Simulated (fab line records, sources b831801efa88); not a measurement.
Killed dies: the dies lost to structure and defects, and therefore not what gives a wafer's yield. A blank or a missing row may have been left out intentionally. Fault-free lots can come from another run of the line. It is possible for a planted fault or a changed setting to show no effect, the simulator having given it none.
fab line records -- flow sky130
record: lots: 7, wafers: 19, lastDay: 49
route steps=708 shown RES_PROTECT@212 POLY_GATE@213 PAD_OPEN@708
lots with no fault: from the same line, run without faults
startH: the number of hours between the record's first day and the start of the first shown wafer of the lot -- waitH: hours since the lot's step before -- " the same as in the row above -- L1.1+2: one row covering several wafers at once -- - no value present, or no start provided -- * or withheld: withheld -- < > ~ a bound
route shown NAME@n: names a module that has steps shown in the file, with the first one's number in the route -- usual: the fault-free wafers' mean and standard deviation -- same: alike in all rows -- chamber/n: place in a boat -- sites: the reading at each site -- _std_site: standard deviation across them -- _edge_site: mean of outer sites minus mean of inner sites -- radiusMm: how far each site lies from the wafer's centre -- mask NAME#n: copy n -- behind: tool/chamber where the wafer was last shaped -- hold: the reason the lot was held/the length of the hold in hours/how it ended -- device: transistor that didn't switch, given as n, p or np -- end of line: tests run on the same wafers once the route is complete -- a step without rows: its recipe alone -- killed: the dies lost at the first sort to structure and to defects; this is not the yield of the wafer -- map: a wafer's dies, x killed, . not, _ none there
set.NAME: setting as actually run; set.NAME@STEP: the setting as run at that earlier step -- model.NAME: the simulator's own value behind a step, which no gauge read
lots at some steps of the route; a table a step, a row a wafer
services: from which hour (startH, from the record's first day; less than 0 if before it) a tool's chamber was out of use, for how many hours, and why
== steps ==
step: SKY_RES_PROTECT_DEVELOP_06
recipe: resist: NOVOLAK, developer: TMAH, developTimeS: 60, devTempC: 23
step: SKY_POLY_GATE_IMPLANT_02
recipe: species: P, energyKev: 30, doseCm2: 7.7e+15, tiltDeg: 0
step: SKY_RES_PROTECT_STRIP_07
recipe: chemistry: O2/N2, powerW: 1400, pressureMtorr: 1500, platenTempC: withheld, o2FlowSccm: 3000, n2FlowSccm: 300, overashFraction: 0.5
usual: drypumpMotorCurrentA: 5.5/0.35, oesProductAu: 0.517/0.0052, stripTimeToEndpointS: 23.29/0.041
lot.wafer,tool,chamber,startH,waitH,drypumpMotorCurrentA,oesProductAu,rfHoursCounterH,stripTimeToEndpointS
L136.2,plasmaAsher-02,1,362.41,0.1,4.8,0.517,50,23.21
L136.4,plasmaAsher-02,1,362.41,0.1,4.8,0.514,-,23.27
L136.6,plasmaAsher-02,1,362.41,0.1,4.7,0.517,-,23.22
L138.3,plasmaAsher-01,0,385.55,0.1,5.6,0.519,-,23.30
L138.5,plasmaAsher-01,0,385.55,0.1,5.6,0.514,-,23.29
L140.1,plasmaAsher-02,1,406.58,0.1,4.7,0.527,55,23.34
L140.2,plasmaAsher-02,0,406.58,0.1,5.8,0.524,55,23.39
L140.3,plasmaAsher-02,0,406.58,0.1,5.8,0.517,-,23.33
L139.2,plasmaAsher-01,0,409.51,0.1,5.5,0.514,71,23.26
L139.3,plasmaAsher-01,0,409.51,0.1,5.5,0.515,-,23.28
L147.2,plasmaAsher-04,1,466.86,0.1,5.3,0.517,38,23.33
L147.4,plasmaAsher-04,0,466.86,0.1,5.8,0.509,-,23.31
L147.6,plasmaAsher-04,0,466.86,0.1,5.8,0.526,-,23.31
L148.1,plasmaAsher-04,1,474.95,0.1,5.3,0.522,38,23.24
L148.2,plasmaAsher-04,0,474.95,0.1,5.8,0.520,38,23.23
L148.5,plasmaAsher-04,0,474.95,0.1,5.8,0.513,-,23.27
L149.1,plasmaAsher-01,0,476.33,0.1,5.6,0.513,80,23.25
L149.3,plasmaAsher-01,0,476.33,0.1,5.6,0.514,-,23.32
L149.5,plasmaAsher-01,0,476.33,0.1,5.5,0.518,-,23.30
step: SKY_RES_PROTECT_TW_MEAS_08
usual: POLY_GATE_TW: 4015/46
lot.wafer,tool,chamber,startH,waitH,POLY_GATE_TW
L136.2,filmMetro-01,-,362.52,0.1,4062
L136.4,filmMetro-01,-,362.52,0.1,4093
L136.6,filmMetro-01,-,362.52,0.1,4071
L138.3,filmMetro-01,-,385.63,0.1,4040
L138.5,filmMetro-01,-,385.63,0.1,4045
L140.1,filmMetro-04,-,406.68,0.1,4044
L140.2,filmMetro-04,-,406.68,0.1,4023
L140.3,filmMetro-04,-,406.68,0.1,4036
L139.2,filmMetro-02,-,409.62,0.1,3945
L139.3,filmMetro-02,-,409.62,0.1,3948
L147.2,filmMetro-02,-,466.97,0.1,3971
L147.4,filmMetro-02,-,466.97,0.1,3958
L147.6,filmMetro-02,-,466.97,0.1,3960
L148.1,filmMetro-02,-,475.05,0.1,3954
L148.2,filmMetro-02,-,475.05,0.1,3952
L148.5,filmMetro-02,-,475.05,0.1,3949
L149.1,filmMetro-04,-,476.43,0.1,4037
L149.3,filmMetro-04,-,476.43,0.1,4039
L149.5,filmMetro-04,-,476.43,0.1,4036
step: SKY_RES_PROTECT_CLEAN_09
recipe: chemistry: SC1/SC2, mix: 1:4:20, tempC: 70, timeS: 150, dry: n2Spin
step: SKY_POLY_GATE_CVD_03
recipe: material: Si3N4, precursor: DCS/NH3, targetThkNm: 75, tempC: 770, timeS: 1290, pressureMtorr: 250
step: SKY_POLY_GATE_THK_MEAS_04
recipe: reads: Si3N4_of_POLY_GATE_CVD_03
usual: POLY_GATE_CVD_03_THK: 75.1/0.7
lot.wafer,tool,chamber,startH,waitH,POLY_GATE_CVD_03_THK[nm]
L136.2,filmMetro-01,-,363.99,0.0,75.4
L136.4,filmMetro-01,-,363.99,0.0,75.2
L136.6,filmMetro-01,-,363.99,0.0,75.5
L138.3,filmMetro-04,-,388.24,0.0,74.8
L138.5,filmMetro-04,-,388.24,0.0,75.1
L140.1,filmMetro-03,-,409.84,0.0,74.6
L140.2,filmMetro-03,-,409.84,0.0,74.7
L140.3,filmMetro-03,-,409.84,0.0,75.2
L139.2,filmMetro-03,-,413.46,0.0,75.7
L139.3,filmMetro-03,-,413.46,0.0,75.3
L147.2,filmMetro-01,-,468.55,0.0,74.6
L147.4,filmMetro-01,-,468.55,0.0,75.6
L147.6,filmMetro-01,-,468.55,0.0,75.5
L148.1,filmMetro-03,-,476.52,0.0,74.4
L148.2,filmMetro-03,-,476.52,0.0,74.1
L148.5,filmMetro-03,-,476.52,0.0,74.4
L149.1,filmMetro-04,-,477.90,0.0,75.5
L149.3,filmMetro-04,-,477.90,0.0,75.2
L149.5,filmMetro-04,-,477.90,0.0,75.7
step: SKY_POLY_GATE_DEHYDRATE_05
recipe: tempC: 200, timeS: 60
step: SKY_POLY_GATE_HMDS_06
recipe: primeTimeS: 60, primeTempC: 120
step: SKY_POLY_GATE_COAT_07
recipe: resist: BARC, tempC: withheld, timeS: withheld, spinRpm: 3000, resistThkNm: 110
step: SKY_POLY_GATE_COAT_08
recipe: resist: KrF-thick, spinRpm: 3000, resistThkNm: 450
step: SKY_POLY_GATE_SOFTBAKE_09
recipe: tempC: 100, timeS: 90, resist: KrF-thick
step: SKY_POLY_GATE_EXPOSE_10
recipe: maskId: P1M, na: 0.68, sourceShape: conventional, sigmaOuter: 0.6, targetCdNm: 150, doseMj: 28
lot.wafer,tool,chamber,startH,waitH,mask
L136.2+4+6,krfScanner-01,0,378.58,-,P1M#0
L138.3+5,krfScanner-01,0,402.62,-,P1M#0
L140.1+2+3,krfScanner-01,0,425.27,-,P1M#0
L139.2+3,krfScanner-01,0,428.83,-,P1M#0
L147.2+4+6,krfScanner-01,0,484.40,-,P1M#0
L148.1+2+5,krfScanner-01,0,492.16,-,P1M#0
L149.1+3+5,krfScanner-02,0,493.79,-,P1M#0
step: SKY_POLY_GATE_PEB_11
recipe: pebTempC: withheld, pebTimeS: withheld, resist: KrF-thick
step: SKY_POLY_GATE_DEVELOP_12
recipe: developTimeS: 60, resist: KrF-thick, devTempC: 21
step: SKY_POLY_GATE_CD_MEAS_13
recipe: targetCdNm: 150
usual: cdNm: 149.8/1.3
lot.wafer,tool,chamber,startH,waitH,cdNm
L136.2,cdSem-02,-,393.73,-,147.7
L136.4,cdSem-02,-,393.73,-,150.6
L136.6,cdSem-02,-,393.73,-,148.8
L138.3,cdSem-02,-,417.32,-,150.2
L138.5,cdSem-02,-,417.32,-,107.2
L140.1,cdSem-01,-,440.02,-,150.4
L140.2,cdSem-01,-,440.02,-,108.2
L140.3,cdSem-01,-,440.02,-,150.5
L139.2,cdSem-01,-,443.99,-,106.9
L139.3,cdSem-01,-,443.99,-,149.7
L147.2,cdSem-02,-,498.98,-,149.6
L147.4,cdSem-02,-,498.98,-,151.8
L147.6,cdSem-02,-,498.98,-,152.0
L148.1,cdSem-02,-,506.88,-,148.6
L148.2,cdSem-02,-,506.88,-,148.4
L148.5,cdSem-02,-,506.88,-,148.8
L149.1,cdSem-01,-,508.43,-,150.2
L149.3,cdSem-01,-,508.43,-,149.8
L149.5,cdSem-01,-,508.43,-,149.5
step: SKY_POLY_GATE_OVL_MEAS_14
usual: POLY_GATE_OVL: -4/6
lot.wafer,tool,chamber,startH,waitH,POLY_GATE_OVL[nm]
L136.2,overlay-02,-,393.84,0.1,2
L136.4,overlay-02,-,393.84,0.1,-8
L136.6,overlay-02,-,393.84,0.1,0
L138.3,overlay-02,-,417.41,0.1,-4
L138.5,overlay-02,-,417.41,0.1,0
L140.1,overlay-01,-,440.14,0.1,0
L140.2,overlay-01,-,440.14,0.1,-9
L140.3,overlay-01,-,440.14,0.1,-2
L139.2,overlay-01,-,444.10,0.1,-6
L139.3,overlay-01,-,444.10,0.1,-7
L147.2,overlay-02,-,499.09,0.1,-15
L147.4,overlay-02,-,499.09,0.1,-14
L147.6,overlay-02,-,499.09,0.1,-20
L148.1,overlay-01,-,507.00,0.1,-11
L148.2,overlay-01,-,507.00,0.1,-7
L148.5,overlay-01,-,507.00,0.1,-10
L149.1,overlay-02,-,508.55,0.1,-1
L149.3,overlay-02,-,508.55,0.1,0
L149.5,overlay-02,-,508.55,0.1,3
step: SKY_POLY_GATE_ETCH_15
recipe: chemistry: N2/H2, target: BARC, ionEnergyEv: 200, sourceW: 500, biasW: 100, pressureMtorr: 30, n2FlowSccm: 100, h2FlowSccm: 200, stopOn: SiO2, timeS: 118.5, targetDepthA: 1100
usual: drypumpMotorCurrentA: 5.6/0.46, oesProductAu: 0.717/0.0048, throttleValvePct: 13.212/0.0084
same: timeS: 118.5
lot.wafer,tool,chamber,startH,waitH,drypumpMotorCurrentA,oesProductAu,rfHoursCounterH,throttleValvePct,model.POLY_GATE.cdNm
L136.2,rieDiel-01,0,393.87,0.0,5.4,0.718,5,13.212,149.4
L136.4,rieDiel-01,3,393.87,0.0,6.3,0.715,72,13.214,151.5
L136.6,rieDiel-01,3,393.87,0.0,6.3,0.719,-,13.216,149.8
L138.3,rieDiel-04,3,417.44,0.0,6.5,0.721,14,13.219,149.9
L138.5,rieDiel-04,0,417.44,0.0,5.5,0.721,-,13.221,106.9
L140.1,rieDiel-02,0,440.18,0.0,5.5,0.710,72,13.212,149.5
L140.2,rieDiel-02,3,440.18,0.0,5.2,0.717,65,13.209,108.5
L140.3,rieDiel-02,2,440.18,0.0,6.5,0.726,34,13.221,151.5
L139.2,rieDiel-02,0,444.13,0.0,5.4,0.720,73,13.206,107.8
L139.3,rieDiel-02,1,444.13,0.0,5.6,0.719,12,13.198,150.5
L147.2,rieDiel-02,0,499.12,0.0,5.5,0.722,74,13.213,147.8
L147.4,rieDiel-02,3,499.12,0.0,5.2,0.724,-,13.218,150.1
L147.6,rieDiel-02,2,499.12,0.0,6.5,0.715,-,13.214,151.4
L148.1,rieDiel-01,1,507.04,0.0,5.6,0.709,39,13.214,149.7
L148.2,rieDiel-01,2,507.04,0.0,5.3,0.710,9,13.210,146.7
L148.5,rieDiel-01,2,507.04,0.0,5.2,0.715,-,13.207,148.2
L149.1,rieDiel-04,1,508.59,0.0,5.2,0.722,7,13.208,150.3
L149.3,rieDiel-04,3,508.59,0.0,6.5,0.721,15,13.221,151.5
L149.5,rieDiel-04,1,508.59,0.0,5.1,0.712,-,13.208,151.2
step: SKY_POLY_GATE_ETCH_16
recipe: stopOn: poly-Si, chemistry: CH3F/O2, target: Si3N4, sourceW: 400, biasW: 80, pressureMtorr: 25, ch3fFlowSccm: 40, O2_flow_sccm: 30, timeS: 147.5, targetDepthA: 750
usual: drypumpMotorCurrentA: 5.6/0.46, oesProductAu: 0.640/0.0052, throttleValvePct: 10.535/0.0086
same: timeS: 147.5
lot.wafer,tool,chamber,startH,waitH,drypumpMotorCurrentA,oesProductAu,rfHoursCounterH,throttleValvePct
L136.2,rieDiel-01,0,393.95,0.0,5.4,0.644,5,10.532
L136.4,rieDiel-01,3,393.95,0.0,6.2,0.647,72,10.545
L136.6,rieDiel-01,3,393.95,0.0,6.2,0.635,-,10.538
L138.3,rieDiel-04,3,417.52,0.0,6.5,0.637,14,10.517
L138.5,rieDiel-04,0,417.52,0.0,5.5,0.639,-,10.530
L140.1,rieDiel-02,0,440.26,0.0,5.4,0.643,73,10.545
L140.2,rieDiel-02,3,440.26,0.0,5.2,0.635,65,10.532
L140.3,rieDiel-02,2,440.26,0.0,6.5,0.637,34,10.552
L139.2,rieDiel-02,0,444.21,0.0,5.5,0.646,73,10.536
L139.3,rieDiel-02,1,444.21,0.0,5.6,0.644,12,10.544
L147.2,rieDiel-02,0,499.20,0.0,5.5,0.643,74,10.527
L147.4,rieDiel-02,3,499.20,0.0,5.2,0.640,-,10.538
L147.6,rieDiel-02,2,499.20,0.0,6.5,0.636,-,10.536
L148.1,rieDiel-01,1,507.12,0.0,5.6,0.624,39,10.530
L148.2,rieDiel-01,2,507.12,0.0,5.2,0.636,9,10.531
L148.5,rieDiel-01,2,507.12,0.0,5.2,0.639,-,10.522
L149.1,rieDiel-04,1,508.67,0.0,5.1,0.644,7,10.526
L149.3,rieDiel-04,3,508.67,0.0,6.5,0.641,15,10.541
L149.5,rieDiel-04,1,508.67,0.0,5.1,0.642,-,10.542
step: SKY_POLY_GATE_ETCH_17
recipe: targetDepthNm: 180, stopOn: SiO2, overEtchFrac: 0.56667, chemistry: HBr/Cl2, target: poly-Si, icpW: 400, biasW: 100, pressureMtorr: 10, HBr_flow_sccm: 150, Cl2_flow_sccm: 50, timeS: 70.5
usual: drypumpMotorCurrentA: 5.8/0.51, oesProductAu: 0.984/0.0066, throttleValvePct: 33.686/0.0087
same: timeS: 70.5
lot.wafer,tool,chamber,startH,waitH,drypumpMotorCurrentA,oesProductAu,rfHoursCounterH,throttleValvePct,model.POLY_GATE.cdNm
L136.2,rieSi-01,0,394.05,0.0,5.1,0.979,0,33.687,149.8
L136.4,rieSi-01,2,394.05,0.0,6.0,0.985,5,33.697,152.1
L136.6,rieSi-01,0,394.05,0.0,5.1,0.983,-,33.673,149.6
L138.3,rieSi-02,3,417.62,0.0,6.5,0.981,2,33.681,149.7
L138.5,rieSi-02,1,417.62,0.0,6.1,0.977,-,33.684,107.1
L140.1,rieSi-01,1,440.36,0.0,5.3,0.974,5,33.691,149.2
L140.2,rieSi-01,0,440.36,0.0,5.1,0.980,0,33.666,107.8
L140.3,rieSi-01,2,440.36,0.0,6.0,0.984,6,33.677,151.6
L139.2,rieSi-01,1,444.31,0.0,5.3,0.980,5,33.677,106.4
L139.3,rieSi-01,0,444.31,0.0,5.1,0.984,1,33.674,150
L147.2,rieSi-01,1,499.30,0.0,5.3,0.987,5,33.688,147.8
L147.4,rieSi-01,2,499.30,0.0,6.0,0.990,6,33.668,150.5
L147.6,rieSi-01,0,499.30,0.0,5.1,0.988,-,33.682,152.2
L148.1,rieSi-02,2,507.22,0.0,5.6,0.971,27,33.687,150.2
L148.2,rieSi-02,0,507.22,0.0,6.4,0.990,7,33.676,146.3
L148.5,rieSi-02,0,507.22,0.0,6.4,0.983,-,33.688,148
L149.1,rieSi-01,2,508.77,0.0,6.0,0.993,6,33.692,150.7
L149.3,rieSi-01,3,508.77,0.0,5.3,0.984,52,33.699,151.5
L149.5,rieSi-01,0,508.77,0.0,5.1,0.989,-,33.687,151.8
step: SKY_POLY_GATE_STRIP_18
recipe: chemistry: O2/N2, powerW: 1400, pressureMtorr: 1500, platenTempC: withheld, o2FlowSccm: 3000, n2FlowSccm: 300, overashFraction: 0.5
usual: drypumpMotorCurrentA: 5.53/0.3, oesProductAu: 0.362/0.0049, stripTimeToEndpointS: 3.181/0.026
lot.wafer,tool,chamber,startH,waitH,drypumpMotorCurrentA,oesProductAu,rfHoursCounterH,stripTimeToEndpointS
L136.2,plasmaAsher-04,0,394.11,0.0,5.86,0.364,29,3.191
L136.4,plasmaAsher-04,1,394.11,0.0,5.33,0.361,-,3.157
L136.6,plasmaAsher-04,1,394.11,0.0,5.33,0.356,-,3.152
L138.3,plasmaAsher-04,0,417.71,0.1,5.82,0.358,-,3.135
L138.5,plasmaAsher-04,1,417.71,0.1,5.35,0.357,-,3.219
L140.1,plasmaAsher-04,0,440.41,0.0,5.87,0.360,34,3.166
L140.2,plasmaAsher-04,1,440.41,0.0,5.37,0.367,34,3.191
L140.3,plasmaAsher-04,1,440.41,0.0,5.35,0.355,-,3.185
L139.2,plasmaAsher-04,0,444.36,0.0,5.85,0.362,34,3.156
L139.3,plasmaAsher-04,0,444.36,0.0,5.85,0.358,-,3.172
L147.2,plasmaAsher-04,0,499.36,0.0,5.86,0.364,41,3.166
L147.4,plasmaAsher-04,1,499.36,0.0,5.33,0.359,-,3.147
L147.6,plasmaAsher-04,1,499.36,0.0,5.35,0.364,-,3.189
L148.1,plasmaAsher-02,0,507.27,0.0,5.82,0.368,60,3.193
L148.2,plasmaAsher-02,1,507.27,0.0,4.75,0.360,60,3.176
L148.5,plasmaAsher-02,0,507.27,0.0,5.84,0.362,-,3.184
L149.1,plasmaAsher-03,0,508.82,0.0,5.54,0.366,9,3.206
L149.3,plasmaAsher-03,1,508.82,0.0,5.57,0.365,-,3.148
L149.5,plasmaAsher-03,0,508.82,0.0,5.55,0.362,-,3.225
step: SKY_PAD_OPEN_PROBE_99
usual: killed_at_M0_to_M3: 44/7, killed_at_M4_up: 3.0/1.7, killedAtContacts: 24/5.2, killedAtFrontEnd: 15/4.8, killedAtOther: 0.2/0.56, killedDies: 86/9.7, killedOnRim: 17/4.1, killedOpen: 47/7.1, killedShort: 39/6.3
same: grossDies: 492, killedAtBackSide: 0
lot.wafer,tool,chamber,startH,waitH,killed_at_M0_to_M3,killed_at_M4_up,killedAtContacts,killedAtFrontEnd,killedAtOther,killedDies,killedOnRim,killedOpen,killedShort
L138.5,prober-01,-,1112.24,0.2,32,2,28,430,0,492,96,57,30
L140.2,prober-02,-,1127.93,0.1,46,4,32,410,0,492,96,45,52
L140.3,prober-02,-,1127.98,0.2,37,4,30,15,0,86,19,42,44
L139.2,prober-01,-,1130.13,0.1,38,3,18,432,1,492,96,35,33
L139.3,prober-01,-,1130.18,0.2,42,0,22,19,0,83,16,34,49
L147.2,prober-02,-,1163.87,0.1,38,5,27,24,0,94,22,53,41
L147.4,prober-02,-,1163.97,0.2,43,5,17,18,0,83,15,44,39
L147.6,prober-02,-,1164.07,0.2,54,1,28,22,0,105,16,63,42
L148.1,prober-02,-,1168.15,0.1,52,2,25,14,1,94,18,52,41
L148.2,prober-02,-,1168.20,0.1,38,3,25,20,0,86,20,46,40
killed by level:class
L138.5 POLY_GATE:areaExpose=405 CONTACT:geometricParticle:open=12 LI_CONTACT:geometricParticle:open=9 VIA1:geometricParticle:open=9 VIA2:geometricParticle:open=8 FIELD_ISO:geometricParticle:open=7 FIELD_ISO:geometricParticle:short=6 VIA3:geometricParticle:open=4
L140.2 POLY_GATE:areaExpose=395 CONTACT:geometricParticle:open=10 LI_CONTACT:geometricParticle:short=9 VIA1:geometricParticle:short=9 VIA1:geometricParticle:open=9 METAL3:geometricParticle:short=7 CONTACT:geometricParticle:short=6 METAL1:geometricParticle:short=6
L140.3 CONTACT:geometricParticle:open=14 VIA1:geometricParticle:open=11 METAL2:geometricParticle:short=7 POLY_GATE:geometricParticle:short=6 LOCAL_INTERCONNECT:geometricParticle:short=6 CONTACT:geometricParticle:short=6 FIELD_ISO:geometricParticle:short=5 VIA1:geometricParticle:short=5
L139.2 POLY_GATE:areaExpose=424 CONTACT:geometricParticle:open=7 CONTACT:geometricParticle:short=7 VIA1:geometricParticle:open=7 VIA2:geometricParticle:open=7 METAL1:geometricParticle:short=6 METAL3:geometricParticle:short=5 VIA1:geometricParticle:short=4
L139.3 VIA1:geometricParticle:short=10 FIELD_ISO:geometricParticle:short=6 VIA1:geometricParticle:open=6 VIA3:geometricParticle:open=6 VIA2:geometricParticle:open=6 POLY_GATE:geometricParticle:short=5 LI_CONTACT:geometricParticle:open=5 CONTACT:geometricParticle:open=5
L147.2 VIA1:geometricParticle:open=11 CONTACT:geometricParticle:open=10 LOCAL_INTERCONNECT:geometricParticle:short=6 VIA3:geometricParticle:open=6 FIELD_ISO:geometricParticle:open=5 METAL2:geometricParticle:short=5 LI_CONTACT:geometricParticle:open=5 POLY_GATE:geometricParticle:open=4
L147.4 VIA1:geometricParticle:open=8 FIELD_ISO:geometricParticle:open=6 CONTACT:geometricParticle:short=6 LI_CONTACT:geometricParticle:open=6 VIA3:geometricParticle:open=6 FIELD_ISO:geometricParticle:short=5 METAL1:geometricParticle:short=5 VIA1:geometricParticle:short=5
L147.6 VIA1:geometricParticle:open=21 LI_CONTACT:geometricParticle:open=12 METAL1:geometricParticle:short=10 CONTACT:geometricParticle:open=9 POLY_GATE:geometricParticle:short=7 VIA1:geometricParticle:short=6 FIELD_ISO:geometricParticle:short=5 FIELD_ISO:geometricParticle:open=4
L148.1 VIA1:geometricParticle:open=11 LI_CONTACT:geometricParticle:open=10 METAL1:geometricParticle:short=9 VIA1:geometricParticle:short=7 VIA3:geometricParticle:open=7 CONTACT:geometricParticle:open=6 METAL2:geometricParticle:short=6 FIELD_ISO:geometricParticle:open=5
L148.2 CONTACT:geometricParticle:open=11 VIA1:geometricParticle:open=10 POLY_GATE:geometricParticle:short=7 LI_CONTACT:geometricParticle:open=6 VIA2:geometricParticle:short=5 VIA3:geometricParticle:open=5 FIELD_ISO:geometricParticle:open=4 LOCAL_INTERCONNECT:geometricParticle:short=4
map L138.5 (x killed, . not)
__________xxxxxxxxxx_________
________xxxxxxxxxxxxxx_______
______xxxxxxxxxxxxxxxxxx_____
_____xxxxxxxxxxxxxxxxxxxx____
____xxxxxxxxxxxxxxxxxxxxxx___
___xxxxxxxxxxxxxxxxxxxxxxxx__
__xxxxxxxxxxxxxxxxxxxxxxxxxx_
_xxxxxxxxxxxxxxxxxxxxxxxxxxxx
_xxxxxxxxxxxxxxxxxxxxxxxxxxxx
_xxxxxxxxxxxxxxxxxxxxxxxxxxxx
_xxxxxxxxxxxxxxxxxxxxxxxxxxxx
_xxxxxxxxxxxxxxxxxxxxxxxxxxxx
_xxxxxxxxxxxxxxxxxxxxxxxxxxxx
_xxxxxxxxxxxxxxxxxxxxxxxxxxxx
_xxxxxxxxxxxxxxxxxxxxxxxxxxxx
__xxxxxxxxxxxxxxxxxxxxxxxxxx_
___xxxxxxxxxxxxxxxxxxxxxxxx__
____xxxxxxxxxxxxxxxxxxxxxx___
_____xxxxxxxxxxxxxxxxxxxx____
______xxxxxxxxxxxxxxxxxx_____
________xxxxxxxxxxxxxx_______
__________xxxxxxxxxx_________
map L139.2 (x killed, . not)
__________xxxxxxxxxx_________
________xxxxxxxxxxxxxx_______
______xxxxxxxxxxxxxxxxxx_____
_____xxxxxxxxxxxxxxxxxxxx____
____xxxxxxxxxxxxxxxxxxxxxx___
___xxxxxxxxxxxxxxxxxxxxxxxx__
__xxxxxxxxxxxxxxxxxxxxxxxxxx_
_xxxxxxxxxxxxxxxxxxxxxxxxxxxx
_xxxxxxxxxxxxxxxxxxxxxxxxxxxx
_xxxxxxxxxxxxxxxxxxxxxxxxxxxx
_xxxxxxxxxxxxxxxxxxxxxxxxxxxx
_xxxxxxxxxxxxxxxxxxxxxxxxxxxx
_xxxxxxxxxxxxxxxxxxxxxxxxxxxx
_xxxxxxxxxxxxxxxxxxxxxxxxxxxx
_xxxxxxxxxxxxxxxxxxxxxxxxxxxx
__xxxxxxxxxxxxxxxxxxxxxxxxxx_
___xxxxxxxxxxxxxxxxxxxxxxxx__
____xxxxxxxxxxxxxxxxxxxxxx___
_____xxxxxxxxxxxxxxxxxxxx____
______xxxxxxxxxxxxxxxxxx_____
________xxxxxxxxxxxxxx_______
__________xxxxxxxxxx_________
== services ==
tool,chamber,startH,hours,kind
krfScanner-01,-,348.54,1.3,pm
rieDiel-01,3,349.38,3.8,repair
rieSi-01,2,362.63,1.0,repair
krfScanner-01,-,363.67,0.8,pm
krfScanner-01,-,365.42,0.8,pm
rieDiel-04,2,369.53,12.6,repair
rieDiel-01,2,375.14,12.8,repair
krfScanner-01,-,388.74,3.6,pm
plasmaAsher-04,-,397.11,6.0,repair
rieSi-01,1,400.48,8.0,repair
rieDiel-02,0,403.98,3.9,repair
rieDiel-02,-,411.94,14.6,pm
krfScanner-01,-,412.81,4.4,pm
rieDiel-02,3,427.43,4.4,repair
rieDiel-01,-,437.25,0.1,repair
rieSi-01,3,439.07,7.2,repair
krfScanner-01,-,443.74,4.4,pm
rieDiel-01,-,455.02,3.9,repair
rieSi-01,0,457.11,3.4,repair
rieDiel-02,0,458.62,3.8,repair
rieSi-01,2,473.59,6.7,repair
krfScanner-01,-,479.94,1.0,pm
rieDiel-02,1,497.76,4.3,repair
krfScanner-01,-,500.44,1.3,pm
== key ==
firstSign: step: SKY_POLY_GATE_CD_MEAS_13, reading: cdNm, direction: down, sigmas: 33, usual: 149.8, struck: 107.4
effect: step: SKY_PAD_OPEN_PROBE_99, reading: killedAtFrontEnd, direction: up, sigmas: 86, usual: 15, struck: 424
modelEffect: step: SKY_POLY_GATE_ETCH_15, value: POLY_GATE.cdNm, without: 149.8, struck: 107.7
modelEffect: step: SKY_POLY_GATE_ETCH_17, value: POLY_GATE.cdNm, without: 149.2, struck: 107.1
moreKillsBornAt: SKY_POLY_GATE_EXPOSE_10@krfScanner-01: 1224
metAt SKY_POLY_GATE_EXPOSE_10
struckWafers L138.5,L139.2,L140.2
laterRowsLeftOut L138.5,L139.2,L140.2
testerLeftOut L138,L139,L140
onsetBetween 378.58 402.62
fault: kind: processParameterDrift, tool: krfScanner-01, chamber: -, onsetH: 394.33, steps: SKY_POLY_GATE_EXPOSE_10, channel: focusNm, offset: 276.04, shape: step, endH: 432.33, scope: struckWafersOnly
testerLeftOut: of these lots the tester's yield and bins aren't shown, on N5 and GAA mostly nor the transistor test; their killed dies are dies lost to structure and defects alone, not to doping, threshold or leakage, so they don't give the yield
laterRowsLeftOut: the simulator's readings of these wafers behind a module that went badly wrong aren't trusted and aren't shown, but for the sort
